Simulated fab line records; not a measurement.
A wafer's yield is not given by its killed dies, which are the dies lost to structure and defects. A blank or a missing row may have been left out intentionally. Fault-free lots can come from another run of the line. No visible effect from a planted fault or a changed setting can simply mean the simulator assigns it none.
fab line records    flow sky130
record lots=5  wafers=23
route steps=708 shown PASSIVATION@687 PAD_OPEN@696
startH: hours from the record's opening day to when the first of the lot's shown wafers began    waitH: how many hours have passed since the lot's step before this one    " as in the row above    L1.1+2: one row covering several wafers at once    - no value, or no start given    * or withheld: withheld    < > ~ a bound
route shown NAME@n: names a module that has steps shown in the file, with the first one's number in the route    usual: average and standard deviation across the fault-free wafers    same: alike in all rows    chamber/n: place in a boat    sites: readings site by site    _std_site: how widely they spread, as a standard deviation    _edge_site: mean of outer sites minus mean of inner sites    radiusMm: how far each site lies from the wafer's centre    mask NAME#n: copy n    behind: tool/chamber where the wafer was last shaped    hold: why the lot was held/for how many hours/how that ended    device: which transistor (n, p or np) failed to switch    end of line: tests of these same wafers at the route's end    a step given without rows: its recipe and nothing more    killed: dies lost to structure and defects at the first sort, not the wafer's yield    map: shows each die of a wafer: x if killed, . if not, _ if none is there
set.NAME: the setting the step ran with; set.NAME@STEP: the setting that earlier step ran with    model.NAME: the simulator's own value behind a step, which no gauge read
lots with deliberately changed settings; one table per step, one row per wafer
## steps
# step SKY_PASSIVATION_COAT_06
# recipe spinRpm=2000  resistThkNm=3000
lot.wafer  tool           chamber  startH   waitH  set.spinRpm  model.coat_of_PASSIVATION_COAT_06.thkNm
L074.1     lithoTrack-01  0        1066.18  0.1    2000         3010
L074.2     "              0        "        "      2144         2893
L074.3     "              0        "        "      2000         2994
L074.4     "              0        "        "      2144         2901
L074.5     "              0        "        "      2144         2892
L076.1     lithoTrack-03  0        1071.09  0.1    2000         3009
L076.2     "              0        "        "      2000         3014
L076.3     "              0        "        "      2000         3001
L076.5     "              0        "        "      2000         3008
L076.6     "              0        "        "      2000         2998
L081.1     lithoTrack-02  0        1079.41  0.1    2000         2987
L081.2     "              0        "        "      2000         2982
L081.3     "              0        "        "      2000         2984
L081.5     "              0        "        "      2000         2992
L081.6     "              0        "        "      2000         3002
L083.2     lithoTrack-01  0        1087.96  0.1    2000         3004
L083.3     "              0        "        "      2115         2913
L083.4     "              0        "        "      2000         3011
L083.5     "              0        "        "      2115         2926
L083.6     "              0        "        "      2115         2927
L084.1     lithoTrack-01  0        1093.28  0.1    2000         2989
L084.2     "              0        "        "      2000         2994
L084.5     "              0        "        "      2000         2998
# step SKY_PASSIVATION_SOFTBAKE_07
# recipe tempC=110  timeS=withheld
# step SKY_PASSIVATION_EXPOSE_08
# recipe maskId=NSM  targetCdNm=3000  na=0.57  doseMj=260
# step SKY_PASSIVATION_PEB_09
# recipe tempC=115  timeS=withheld
# step SKY_PASSIVATION_DEVELOP_10
# recipe developTimeS=61.78  devTempC=23
# step SKY_PASSIVATION_ETCH_11
# recipe chemistry=CF4/O2  targetDepthNm=725  stopOn=AlCu  sourceW=800  biasW=150  pressureMtorr=150  cf4FlowSccm=80  O2_flow_sccm=10  timeS=161.1
lot.wafer  tool        chamber  startH   waitH  set.spinRpm@PASSIVATION_COAT_06  model.coat_of_PASSIVATION_COAT_06.thkNm
L074.1     rieDiel-04  1        1077.41  -      2000                             2534
L074.2     "           3        "        "      2144                             2419
L074.3     "           2        "        "      2000                             2483
L074.4     "           0        "        "      2144                             2412
L074.5     "           3        "        "      2144                             2418
L076.1     rieDiel-03  1        1082.58  -      2000                             2524
L076.2     "           0        "        "      2000                             2548
L076.3     "           3        "        "      2000                             2520
L076.5     "           3        "        "      2000                             2523
L076.6     "           2        "        "      2000                             2501
L081.1+6   rieDiel-04  1,0      1089.51  -      2000                             2510
L081.2     "           3        "        "      2000                             2504
L081.3     "           0        "        "      2000                             2497
L081.5     "           3        "        "      2000                             2513
L083.2     rieDiel-04  1        1098.83  -      2000                             2535
L083.3     "           3        "        "      2115                             2435
L083.4     "           2        "        "      2000                             2510
L083.5     "           2        "        "      2115                             2429
L083.6     "           3        "        "      2115                             2446
L084.1     rieDiel-01  0        1105.09  -      2000                             2505
L084.2     "           2        "        "      2000                             2518
L084.5     "           0        "        "      2000                             2515
# step SKY_PASSIVATION_STRIP_12
# recipe chemistry=O2/N2  powerW=1400  pressureMtorr=1500  platenTempC=withheld  overashFraction=0.7  o2FlowSccm=3000  n2FlowSccm=300
# usual stripTimeToEndpointS=31.52/0.18
lot.wafer  tool            chamber  startH   waitH  set.spinRpm@PASSIVATION_COAT_06  stripTimeToEndpointS
L074.1     plasmaAsher-04  1        1077.52  0.1    2000                             31.72
L074.2     "               0        "        "      2144                             30.41
L074.3     "               0        "        "      2000                             31.13
L074.4     "               1        "        "      2144                             30.31
L074.5     "               0        "        "      2144                             30.38
L076.1     plasmaAsher-03  1        1082.69  0.1    2000                             31.61
L076.2     "               0        "        "      2000                             31.90
L076.3     "               0        "        "      2000                             31.56
L076.5     "               0        "        "      2000                             31.61
L076.6     "               1        "        "      2000                             31.33
L081.1     plasmaAsher-03  1        1089.62  0.1    2000                             31.44
L081.2     "               0        "        "      2000                             31.36
L081.3     "               1        "        "      2000                             31.29
L081.5     "               0        "        "      2000                             31.46
L081.6     "               1        "        "      2000                             31.45
L083.2     plasmaAsher-01  0        1098.94  0.1    2000                             31.74
L083.3     "               0        "        "      2115                             30.59
L083.4     "               1        "        "      2000                             31.45
L083.5     "               0        "        "      2115                             30.51
L083.6     "               1        "        "      2115                             30.71
L084.1     plasmaAsher-04  1        1105.19  0.1    2000                             31.38
L084.2     "               0        "        "      2000                             31.53
L084.5     "               0        "        "      2000                             31.51
# step SKY_PAD_OPEN_COAT_02
# recipe spinRpm=2000  resistThkNm=3000
lot.wafer  tool           chamber  startH   waitH  set.resistThkNm  model.coat_of_PAD_OPEN_COAT_02.thkNm
L074.1+4   lithoTrack-02  0        1087.86  0.1    3000             2995
L074.2     "              0        "        "      3086             3070
L074.3     "              0        "        "      3086             3086
L074.5     "              0        "        "      3086             3077
L076.1     lithoTrack-04  0        1092.43  0.1    2942             2935
L076.2     "              0        "        "      2942             2937
L076.3     "              0        "        "      3000             2996
L076.5     "              0        "        "      3000             2995
L076.6     "              0        "        "      3000             3001
L081.1+2   lithoTrack-04  0        1100.78  0.1    3000             2997
L081.3     "              0        "        "      3000             2996
L081.5     "              0        "        "      3101             3101
L081.6     "              0        "        "      3101             3088
L083.2     lithoTrack-03  0        1109.41  0.1    3000             2993
L083.3     "              0        "        "      3000             2988
L083.4     "              0        "        "      3000             3001
L083.5     "              0        "        "      3000             2987
L083.6     "              0        "        "      3000             3003
L084.1     lithoTrack-03  0        1114.19  0.1    3000             2999
L084.2     "              0        "        "      3000             3009
L084.5     "              0        "        "      3000             3014
## key
split step=SKY_PASSIVATION_COAT_06  setting=spinRpm  stated=2000  by=wafer
response step=SKY_PASSIVATION_COAT_06  reading=model.coat_of_PASSIVATION_COAT_06.thkNm  change=-14.9  per=1%  r=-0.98
response step=SKY_PASSIVATION_ETCH_11  reading=model.coat_of_PASSIVATION_COAT_06.thkNm  change=-13.6  per=1%  r=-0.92
response step=SKY_PASSIVATION_STRIP_12  reading=stripTimeToEndpointS  change=*  per=1%  r=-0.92
split step=SKY_PAD_OPEN_COAT_02  setting=resistThkNm  stated=3000  by=wafer
response step=SKY_PAD_OPEN_COAT_02  reading=model.coat_of_PAD_OPEN_COAT_02.thkNm  change=+29.4  per=1%  r=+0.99
